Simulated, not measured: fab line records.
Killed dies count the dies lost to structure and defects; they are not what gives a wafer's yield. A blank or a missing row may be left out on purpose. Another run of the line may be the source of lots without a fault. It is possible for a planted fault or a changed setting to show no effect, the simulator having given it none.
Matching of chambers || flow sky130 || SKY_VIA3_ETCH_14 on rie-diel-03 has 4 sister chambers
The step etches BARC in N2/H2, stops on SiO2, time 45.9 s, target depth 60 nm. 8 wafers are shown with their chamber, then 8 later ones without.

== EACH WAFER AND ITS CHAMBER ==
{"wafer": "L302.4", "chamber": 3, "drypump-motor-current-A (A)": 5.1, "n2-flow-sccm (sccm)": 100.3}
{"wafer": "L305.2", "chamber": 3, "drypump-motor-current-A (A)": 5.1, "n2-flow-sccm (sccm)": 100.3}
{"wafer": "L305.4", "chamber": 0, "drypump-motor-current-A (A)": 5.5, "n2-flow-sccm (sccm)": 99.1}
{"wafer": "L313.1", "chamber": 0, "drypump-motor-current-A (A)": 5.4, "n2-flow-sccm (sccm)": 100.2}
{"wafer": "L313.3", "chamber": 2, "drypump-motor-current-A (A)": 5.6, "n2-flow-sccm (sccm)": 100.1}
{"wafer": "L314.5", "chamber": 1, "drypump-motor-current-A (A)": 5.3, "n2-flow-sccm (sccm)": 100.3}
{"wafer": "L314.6", "chamber": 2, "drypump-motor-current-A (A)": 5.7, "n2-flow-sccm (sccm)": 100.5}
{"wafer": "L316.1", "chamber": 1, "drypump-motor-current-A (A)": 5.3, "n2-flow-sccm (sccm)": 100.3}

== WAFERS MISSING THEIR CHAMBER ==
{"wafer": "L316.2", "drypump-motor-current-A (A)": 5.5, "n2-flow-sccm (sccm)": 100.1}
{"wafer": "L316.3", "drypump-motor-current-A (A)": 5.6, "n2-flow-sccm (sccm)": 99.9}
{"wafer": "L318.1", "drypump-motor-current-A (A)": 5.1, "n2-flow-sccm (sccm)": 100.3}
{"wafer": "L318.3", "drypump-motor-current-A (A)": 5.7, "n2-flow-sccm (sccm)": 100.1}
{"wafer": "L318.6", "drypump-motor-current-A (A)": 5.2, "n2-flow-sccm (sccm)": 100.1}
{"wafer": "L320.1", "drypump-motor-current-A (A)": 5.1, "n2-flow-sccm (sccm)": 99.7}
{"wafer": "L320.2", "drypump-motor-current-A (A)": 5.3, "n2-flow-sccm (sccm)": 100.4}
{"wafer": "L320.4", "drypump-motor-current-A (A)": 5.7, "n2-flow-sccm (sccm)": 100.3}

== THE CHAMBER EACH PASSED THROUGH ==
{"wafer": "L316.2", "from the rows above": "can't be placed: 0 or 2", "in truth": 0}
{"wafer": "L316.3", "from the rows above": "can't be placed: 2 or 0", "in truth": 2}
{"wafer": "L318.1", "from the rows above": 3, "in truth": 3}
{"wafer": "L318.3", "from the rows above": 2, "in truth": 2}
{"wafer": "L318.6", "from the rows above": "can't be placed: 1 or 3", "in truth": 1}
{"wafer": "L320.1", "from the rows above": 3, "in truth": 3}
{"wafer": "L320.2", "from the rows above": 1, "in truth": 1}
{"wafer": "L320.4", "from the rows above": 2, "in truth": 2}
Correctly placed: 5 of 8. Not placeable from these rows: 3 (in 3, the candidates include the true chamber). 0 placed wrongly.
How it was worked out, from the rows above alone: a wafer's distance from a chamber is the root of the sum, over the readings, of the square of ((its reading less the chamber's mean) divided by the reading's scatter). If the next closest chamber is less than 2 further off than the closest, the wafer can't be placed; otherwise it belongs to the closest. The mean given for a chamber averages the wafers shown for that chamber. How the scatter is found: for the shown wafers, subtract from each reading the mean of its chamber, square and add these, divide the total by (wafers less chambers), then take the root.
